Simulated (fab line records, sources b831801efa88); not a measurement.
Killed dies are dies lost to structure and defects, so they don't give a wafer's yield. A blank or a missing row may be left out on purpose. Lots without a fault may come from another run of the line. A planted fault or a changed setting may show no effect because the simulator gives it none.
Chamber matching | flow gf180mcu | GF_V5_CVD_02 on pecvd-03: 3 sister chambers
The step deposits SiO2 from TEOS, target thk 1450 nm, time 163.28 s. 3 wafers are shown with their chamber, then 8 later ones without.

WAFERS WITH THEIR CHAMBER
wafer  | chamber | heater_power_w (W)
L090.5 | 1       | 753
L090.6 | 0       | 862
L091.1 | 2       | 604

WAFERS WITHOUT THEIR CHAMBER
wafer  | heater_power_w (W)
L091.2 | 734
L091.5 | 655
L092.1 | 676
L092.3 | 822
L092.6 | 539
L094.1 | 646
L094.2 | 831
L094.4 | 532

WHICH CHAMBER EACH WENT THROUGH
wafer  | from the rows above     | in truth
L091.2 | 1                       | 1
L091.5 | can't be placed: 2 or 1 | 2
L092.1 | can't be placed: 2 or 1 | 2
L092.3 | can't be placed: 0 or 1 | 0
L092.6 | 2                       | 2
L094.1 | can't be placed: 2 or 1 | 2
L094.2 | can't be placed: 0 or 1 | 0
L094.4 | 2                       | 2
Placed correctly: 3 of 8. Can't be placed from these rows: 5 (the true chamber is among the candidates in 5). Placed wrongly: 0.
How it was worked out, from the rows above alone: a wafer's distance from a chamber is the root of the sum, over the readings, of the square of ((its reading less the chamber's mean) divided by the reading's scatter). The wafer belongs to the nearest chamber; if the next one is less than 2 further off, it can't be placed. A chamber's mean is the mean of its shown wafers. The scatter: with one shown wafer a chamber, the root of the mean of the squares of how far each hidden wafer lies from its nearest shown one.
